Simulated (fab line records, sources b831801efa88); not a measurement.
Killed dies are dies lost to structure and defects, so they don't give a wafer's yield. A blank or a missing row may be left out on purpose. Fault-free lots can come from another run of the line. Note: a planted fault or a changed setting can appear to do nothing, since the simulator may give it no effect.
fab line records + flow sky130 + part 2 of 2: steps 29 to 40 of 40
record:
- lots: 5
- wafers: 15
- last-day: 50
route steps=708 shown VIA2@520 METAL3@532 CAPM@537
lots untouched by any fault: they come from a run of this same line in which no faults occurred
start-h: hours from the record's opening day to when the first of the lot's shown wafers began + wait-h: time in hours since the lot's previous step + " repeats the value in the row above + L1.1+2: a single row standing in for several wafers + - either no value or no given start + * or withheld: withheld + < > ~ a bound
route shown NAME@n: names a module that has steps shown in the file, with the first one's number in the route + usual: average and standard deviation across the fault-free wafers + same: alike in all rows + chamber/n: place in a boat + sites: readings site by site + _std_site: the values' standard deviation + _edge_site: inner sites' mean taken away from outer sites' mean + radius-mm: how far each site lies from the wafer's centre + mask NAME#n: copy n + behind: the most recent tool/chamber to have shaped the wafer + hold: reason for holding the lot/hours on hold/outcome of the hold + device: transistor that didn't switch, given as n, p or np + end of line: the same wafers' tests at the end of the route + step lacking rows: just its recipe + killed: at the first sort, the dies lost to defects and structure; wafer yield is something else + map: shows each die of a wafer: x if killed, . if not, _ if none is there
set.NAME: the setting the step ran with; set.NAME@STEP: the setting that earlier step ran with + model.NAME: the simulator's own value behind a step, which no gauge read
lots seen at some steps along the route; tables by step, rows by wafer
services: a tool's chamber out of use, with start hour (start-h, from the record's first day; less than 0 if before it), hours out, and reason
== steps ==
step: SKY_CAPM_DEVELOP_11
recipe:
- resist: NOVOLAK
- developer: TMAH
- develop-time-s: 60
- dev-temp-c: 23
| lot.wafer  | tool           | chamber | start-h | wait-h |
|------------|----------------|---------|---------|--------|
| L084.1+5+6 | litho-track-04 | 0       | 977.04  | 0.1    |
| L086.1+2+3 | litho-track-02 | 0       | 996.57  | 0.1    |
| L088.2+5+6 | litho-track-02 | 0       | 1008.25 | 0.1    |
| L092.3+4+5 | litho-track-02 | 0       | 1025.27 | 0.1    |
| L095.3+5+6 | litho-track-04 | 0       | 1041.14 | 0.1    |
step: SKY_CAPM_OVL_MEAS_12
usual:
- CAPM_OVL: -1.2/1.7
| lot.wafer | tool       | chamber | start-h | wait-h | CAPM_OVL[nm] |
|-----------|------------|---------|---------|--------|--------------|
| L084.1    | overlay-02 | -       | 977.19  | 0.1    | -3.8         |
| L084.5    | "          | -       | "       | "      | -1.1         |
| L084.6    | "          | -       | "       | "      | -2.4         |
| L086.1    | overlay-02 | -       | 996.72  | 0.1    | -2.0         |
| L086.2    | "          | -       | "       | "      | -4.0         |
| L086.3    | "          | -       | "       | "      | -4.3         |
| L088.2    | overlay-01 | -       | 1008.38 | 0.1    | -1.4         |
| L088.5    | "          | -       | "       | "      | -3.1         |
| L088.6    | "          | -       | "       | "      | -2.6         |
| L092.3    | overlay-01 | -       | 1025.39 | 0.1    | -1.5         |
| L092.4    | "          | -       | "       | "      | -0.9         |
| L092.5    | "          | -       | "       | "      | -0.2         |
| L095.3    | overlay-01 | -       | 1041.25 | 0.1    | 0.2          |
| L095.5    | "          | -       | "       | "      | 1.5          |
| L095.6    | "          | -       | "       | "      | 1.5          |
step: SKY_CAPM_METAL_ETCH_13
recipe:
- target-depth-nm: 220
- stop-on: SiO2
- chemistry: Cl2/BCl3
- target: TiN
- pressure-mtorr: 10
- icp-w: 900
- bias-w: 48.5
- Cl2_flow_sccm: 60
- bcl3-flow-sccm: 30
- time-s: 62.9
usual:
- drypump-motor-current-A: 5.5/0.63
- oes-product-au: 0.941/0.0081
- throttle-valve-pct: 21.902/0.0089
| lot.wafer | tool         | chamber | start-h | wait-h | drypump-motor-current-A | oes-product-au | rf-hours-counter-h | throttle-valve-pct |
|-----------|--------------|---------|---------|--------|-------------------------|----------------|--------------------|--------------------|
| L084.1    | rie-metal-02 | 1       | 977.22  | 0.0    | 6.1                     | 0.938          | 1                  | 21.896             |
| L084.5    | "            | 0       | "       | "      | 4.9                     | 0.946          | -                  | 21.908             |
| L084.6    | "            | 1       | "       | "      | 6.1                     | 0.947          | -                  | 21.907             |
| L086.1    | rie-metal-03 | 0       | 996.76  | 0.0    | 5.3                     | 0.941          | 7                  | 21.890             |
| L086.2    | "            | 1       | "       | "      | 4.9                     | 0.941          | 5                  | 21.896             |
| L086.3    | "            | 0       | "       | "      | 5.3                     | 0.934          | -                  | 21.914             |
| L088.2    | rie-metal-03 | 0       | 1008.41 | 0.0    | 5.3                     | 0.938          | 7                  | 21.900             |
| L088.5    | "            | 0       | "       | "      | 5.3                     | 0.932          | -                  | 21.919             |
| L088.6    | "            | 1       | "       | "      | 5.0                     | 0.938          | -                  | 21.910             |
| L092.3    | rie-metal-03 | 1       | 1025.44 | 0.0    | 4.9                     | 0.933          | -                  | 21.893             |
| L092.4    | "            | 0       | "       | "      | 5.3                     | 0.941          | -                  | 21.904             |
| L092.5    | "            | 1       | "       | "      | 4.9                     | 0.929          | -                  | 21.898             |
| L095.3    | rie-metal-02 | 0       | 1041.30 | 0.0    | 4.9                     | 0.940          | -                  | 21.910             |
| L095.5    | "            | 0       | "       | "      | 4.9                     | 0.938          | -                  | 21.901             |
| L095.6    | "            | 1       | "       | "      | 6.1                     | 0.931          | -                  | 21.901             |
step: SKY_CAPM_STRIP_14
recipe:
- chemistry: O2/N2
- power-w: 1400
- pressure-mtorr: 1500
- platen-temp-c: withheld
- o2-flow-sccm: 3000
- n2-flow-sccm: 300
- overash-fraction: 0.5
usual:
- drypump-motor-current-A: 5.9/0.59
- oes-product-au: 0.710/0.0042
- strip-time-to-endpoint-s: 12.64/0.048
| lot.wafer | tool            | chamber | start-h | wait-h | drypump-motor-current-A | oes-product-au | rf-hours-counter-h | strip-time-to-endpoint-s |
|-----------|-----------------|---------|---------|--------|-------------------------|----------------|--------------------|--------------------------|
| L084.1    | plasma-asher-04 | 0       | 977.30  | 0.1    | 6.5                     | 0.707          | 20                 | 12.65                    |
| L084.5    | "               | 0       | "       | "      | 6.5                     | 0.707          | -                  | 12.63                    |
| L084.6    | "               | 1       | "       | "      | 6.3                     | 0.701          | -                  | 12.62                    |
| L086.1    | plasma-asher-01 | 0       | 996.84  | 0.1    | 5.1                     | 0.706          | 88                 | 12.69                    |
| L086.2    | "               | 1       | "       | "      | 5.6                     | 0.714          | 88                 | 12.71                    |
| L086.3    | "               | 0       | "       | "      | 5.1                     | 0.716          | -                  | 12.64                    |
| L088.2    | plasma-asher-03 | 1       | 1008.49 | 0.1    | 6.8                     | 0.712          | 121                | 12.67                    |
| L088.5    | "               | 0       | "       | "      | 5.9                     | 0.711          | -                  | 12.65                    |
| L088.6    | "               | 1       | "       | "      | 6.8                     | 0.708          | -                  | 12.67                    |
| L092.3    | plasma-asher-03 | 0       | 1025.52 | 0.1    | 5.9                     | 0.714          | -                  | 12.62                    |
| L092.4    | "               | 1       | "       | "      | 6.8                     | 0.712          | -                  | 12.60                    |
| L092.5    | "               | 0       | "       | "      | 5.9                     | 0.709          | -                  | 12.58                    |
| L095.3    | plasma-asher-04 | 1       | 1041.38 | 0.1    | 6.3                     | 0.713          | -                  | 12.74                    |
| L095.5    | "               | 1       | "       | "      | 6.3                     | 0.713          | -                  | 12.69                    |
| L095.6    | "               | 0       | "       | "      | 6.5                     | 0.714          | -                  | 12.69                    |
step: SKY_CAPM_STRIP_15
recipe:
- chemistry: post-etch-residue-remover
- time-s: 1200
- temp-c: 72.5
| lot.wafer  | tool         | chamber | start-h | wait-h |
|------------|--------------|---------|---------|--------|
| L084.1+5+6 | wet-bench-04 | 3       | 977.40  | 0.1    |
| L086.1+2+3 | wet-bench-04 | 3       | 996.94  | 0.1    |
| L088.2+5+6 | wet-bench-04 | 3       | 1008.59 | 0.1    |
| L092.3+4+5 | wet-bench-02 | 0       | 1025.59 | 0.0    |
| L095.3+5+6 | wet-bench-01 | 1       | 1041.45 | 0.0    |
step: SKY_CAPM_CLEAN_16
recipe:
- chemistry: IPA
- time-s: 180
- temp-c: 25
| lot.wafer  | tool         | chamber | start-h | wait-h |
|------------|--------------|---------|---------|--------|
| L084.1+5+6 | wet-bench-01 | 0       | 977.77  | 0.0    |
| L086.1+2+3 | wet-bench-01 | 2       | 997.28  | 0.0    |
| L088.2+5+6 | wet-bench-04 | 2       | 1008.93 | 0.0    |
| L092.3+4+5 | wet-bench-01 | 3       | 1025.93 | 0.0    |
| L095.3+5+6 | wet-bench-02 | 0       | 1041.79 | 0.0    |
step: SKY_CAPM_CLEAN_17
recipe:
- chemistry: O3/DIW
- dry: n2-spin
| lot.wafer  | tool         | chamber | start-h | wait-h |
|------------|--------------|---------|---------|--------|
| L084.1+5+6 | wet-bench-02 | 2       | 977.83  | 0.0    |
| L086.1+2+3 | wet-bench-04 | 3       | 997.34  | 0.0    |
| L088.2+5+6 | wet-bench-04 | 2       | 1008.99 | 0.0    |
| L092.3+4+5 | wet-bench-02 | 2       | 1025.99 | 0.0    |
| L095.3+5+6 | wet-bench-01 | 2       | 1041.85 | 0.0    |
step: SKY_METAL3_DEHYDRATE_05
recipe:
- temp-c: 200
- time-s: 60
| lot.wafer  | tool           | chamber | start-h | wait-h |
|------------|----------------|---------|---------|--------|
| L084.1+5+6 | litho-track-01 | 0       | 988.71  | 10.7   |
| L086.1+2+3 | litho-track-04 | 0       | 1007.44 | 10.0   |
| L088.2+5+6 | litho-track-01 | 0       | 1018.23 | 9.2    |
| L092.3+4+5 | litho-track-04 | 0       | 1034.89 | 8.8    |
| L095.3+5+6 | litho-track-04 | 0       | 1053.89 | 11.9   |
step: SKY_METAL3_HMDS_06
recipe:
- prime-time-s: 60
- prime-temp-c: 120
usual:
- prime-temp-c: 120.02/0.13
same:
- prime-time-s: 60
| lot.wafer | tool           | chamber | start-h | wait-h | prime-temp-c |
|-----------|----------------|---------|---------|--------|--------------|
| L084.1    | litho-track-01 | 0       | 988.86  | 0.1    | 119.89       |
| L084.5    | "              | 0       | "       | "      | 119.94       |
| L084.6    | "              | 0       | "       | "      | 120.04       |
| L086.1    | litho-track-04 | 0       | 1007.59 | 0.1    | 120.12       |
| L086.2    | "              | 0       | "       | "      | 119.95       |
| L086.3    | "              | 0       | "       | "      | 119.87       |
| L088.2    | litho-track-01 | 0       | 1018.38 | 0.1    | 119.86       |
| L088.5    | "              | 0       | "       | "      | 120.00       |
| L088.6    | "              | 0       | "       | "      | 119.86       |
| L092.3    | litho-track-04 | 0       | 1035.04 | 0.1    | 120.09       |
| L092.4    | "              | 0       | "       | "      | 120.12       |
| L092.5    | "              | 0       | "       | "      | 120.04       |
| L095.3    | litho-track-04 | 0       | 1054.04 | 0.1    | 120.12       |
| L095.5    | "              | 0       | "       | "      | 120.17       |
| L095.6    | "              | 0       | "       | "      | 120.26       |
step: SKY_METAL3_COAT_07
recipe:
- resist: BARC
- temp-c: withheld
- time-s: withheld
- spin-rpm: 3000
- resist-thk-nm: 60
| lot.wafer  | tool           | chamber | start-h | wait-h |
|------------|----------------|---------|---------|--------|
| L084.1+5+6 | litho-track-01 | 0       | 989.01  | 0.1    |
| L086.1+2+3 | litho-track-04 | 0       | 1007.74 | 0.1    |
| L088.2+5+6 | litho-track-01 | 0       | 1018.53 | 0.1    |
| L092.3+4+5 | litho-track-04 | 0       | 1035.19 | 0.1    |
| L095.3+5+6 | litho-track-04 | 0       | 1054.19 | 0.1    |
step: SKY_METAL3_COAT_08
recipe:
- resist: KrF-thick
- spin-rpm: 3000
- resist-thk-nm: 1140
| lot.wafer  | tool           | chamber | start-h | wait-h |
|------------|----------------|---------|---------|--------|
| L084.1+5+6 | litho-track-01 | 0       | -       | -      |
| L086.1+2+3 | litho-track-04 | 0       | -       | -      |
| L088.2+5+6 | litho-track-01 | 0       | -       | -      |
| L092.3+4+5 | litho-track-04 | 0       | -       | -      |
| L095.3+5+6 | litho-track-04 | 0       | -       | -      |
step: SKY_METAL3_SOFTBAKE_09
recipe:
- temp-c: 100
- time-s: 90
- resist: KrF-thick
| lot.wafer  | tool           | chamber | start-h | wait-h |
|------------|----------------|---------|---------|--------|
| L084.1+5+6 | litho-track-01 | 0       | -       | -      |
| L086.1+2+3 | litho-track-04 | 0       | -       | -      |
| L088.2+5+6 | litho-track-01 | 0       | -       | -      |
| L092.3+4+5 | litho-track-04 | 0       | -       | -      |
| L095.3+5+6 | litho-track-04 | 0       | -       | -      |
== services ==
| tool             | chamber | start-h | hours | kind   |
|------------------|---------|---------|-------|--------|
| cmp-02           | -       | 931.49  | 0.5   | repair |
| cvd-w-01         | -       | 931.59  | 0.4   | repair |
| cmp-02           | -       | 932.29  | 4.0   | repair |
| pvd-sputter-04   | -       | 945.86  | 9.6   | repair |
| pecvd-02         | -       | 948.99  | 1.5   | repair |
| iline-stepper-02 | -       | 950.13  | 4.4   | pm     |
| wet-bench-02     | -       | 953.94  | 5.7   | repair |
| iline-stepper-02 | -       | 961.39  | 1.5   | repair |
| cmp-01           | -       | 967.97  | 1.1   | repair |
| pvd-sputter-03   | -       | 972.80  | 3.2   | repair |
| rie-diel-04      | 0       | 978.09  | 6.8   | repair |
| rie-diel-04      | 2       | 980.28  | 8.7   | repair |
| cmp-01           | -       | 982.20  | 3.0   | repair |
| wet-bench-02     | -       | 982.85  | 27.1  | pm     |
| iline-stepper-02 | -       | 985.98  | 1.7   | pm     |
| plasma-asher-02  | -       | 986.59  | 2.8   | pm     |
| cmp-01           | -       | 992.88  | 0.6   | repair |
| pvd-sputter-03   | -       | 996.23  | 3.2   | repair |
| cvd-w-01         | 1       | 1000.32 | 14.1  | repair |
| rie-diel-03      | 3       | 1002.08 | 14.8  | repair |
| rie-diel-04      | 2       | 1005.42 | 19.4  | repair |
| pvd-sputter-03   | -       | 1031.74 | 4.6   | repair |
| pvd-sputter-04   | -       | 1045.03 | 1.1   | repair |
| plasma-asher-02  | -       | 1049.89 | 0.4   | repair |
